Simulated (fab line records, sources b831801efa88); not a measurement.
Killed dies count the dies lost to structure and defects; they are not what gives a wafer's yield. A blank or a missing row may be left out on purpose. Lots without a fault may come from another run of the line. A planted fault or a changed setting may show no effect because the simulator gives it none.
A struck lot beside a sound one    flow sky130    16 steps out of a route of 708
Sound: the wafers L524.1, L524.3, L524.4. Wafers struck: L528.1, L528.3, L528.5. The cause comes at the end.
Each step with rows lists, per side, the tool, then ch with its chambers, then its first start. Under that, the readings that differ: sound wafers    struck wafers    difference of the means    sigmas: that difference in standard deviations of wafers without a fault.
alike: a reading whose means differ by less than 2 such deviations, as well as words and numbers matching on both sides. not compared: withheld readings; readings where some wafer has no value; bounds like >300 that might hide an equal value; numbers whose values overlap and for which the record gives no deviation.
Wherever a step has rows on one side only, a row that says differs or no value, or a row with sigmas, the two part there. Non-overlapping numbers with no deviation appear without sigmas and do not part them. A reading that every wafer of one side lacks parts them only if that side has two wafers or more.

first, 2 steps without rows for these wafers: SKY_VT_ADJUST_PCH_PEB_05; SKY_VT_ADJUST_PCH_DEVELOP_06 (develop time 60 s).
SKY_VT_ADJUST_PCH_OVL_MEAS_07:
  struck on overlay-02, day 12 23:17; sound on overlay-02, day 11 18:36
  alike: VT_ADJUST_PCH_OVL
then, 1 step without rows for these wafers: SKY_VT_ADJUST_PCH_IMPLANT_08.
SKY_VT_ADJUST_PCH_STRIP_09: strips in O2/N2.
  sound on plasma-asher-03 ch 0,1, day 11 18:47; struck on plasma-asher-01 ch 0,1, day 12 23:29
  alike: drypump-motor-current-A, oes-product-au, strip-time-to-endpoint-s
  not compared: rf-hours-counter-h
SKY_VT_ADJUST_PCH_TW_MEAS_10:
  struck on film-metro-04, day 12 23:35; sound on film-metro-04, day 11 18:53
  alike: VT_ADJUST_PCH_TW
then, 6 steps without rows for these wafers: SKY_SONOS_TUNNEL_DEHYDRATE_00 (time 60 s); SKY_SONOS_TUNNEL_HMDS_01 (prime time 60 s); SKY_SONOS_TUNNEL_COAT_02 (resist thk 1140 nm); SKY_SONOS_TUNNEL_SOFTBAKE_03 (time 60 s); SKY_SONOS_TUNNEL_EXPOSE_04 (exposes mask TUNM, target cd 410 nm); SKY_SONOS_TUNNEL_PEB_05.
SKY_SONOS_TUNNEL_DEVELOP_06: develop time 60 s.
  sound on litho-track-03 ch 0, day 12 18:47; struck on litho-track-02 ch 0, day 14 02:01
  alike: developer-temp-C
SKY_SONOS_TUNNEL_CD_MEAS_07: the cd target is 410 nm.
  struck on cd-sem-01, day 14 02:16; sound on cd-sem-01, day 12 18:56
reading     sound              struck             difference  sigmas
cd-nm (nm)  414.2 414.0 414.2  316.0 317.7 318.0  -96.9       -35
SKY_SONOS_TUNNEL_OVL_MEAS_08:
  struck on overlay-02, day 14 02:23; sound on overlay-02, day 12 19:04
  alike: SONOS_TUNNEL_OVL
-- here the record skips 34 days between the struck wafers' starts before and after, leaving off in module SONOS_TUNNEL and picking up in module PAD_OPEN (first step shown: number 708 of the route) --
SKY_PAD_OPEN_PROBE_99:
  struck on prober-01, day 47 20:10; sound on prober-01, day 46 21:32
reading                               sound                    struck                   difference  sigmas
model.etest.sonos-uncharged.vt-v (V)  -0.3878 -0.4326 -0.4238  -0.4647 -0.4833 -0.4879  -0.0639     
  alike: killed_at_M0_to_M3, killed_at_M4_up, killed-at-contacts, killed-at-front-end, killed-at-other, killed-dies, killed-open, killed-short

== WHERE THEY PART ==
Only at SKY_SONOS_TUNNEL_CD_MEAS_07, within this record. Later steps at which nothing parts them and some readings are alike: SKY_SONOS_TUNNEL_OVL_MEAS_08, SKY_PAD_OPEN_PROBE_99.

WHY: whatever the simulator had introduced
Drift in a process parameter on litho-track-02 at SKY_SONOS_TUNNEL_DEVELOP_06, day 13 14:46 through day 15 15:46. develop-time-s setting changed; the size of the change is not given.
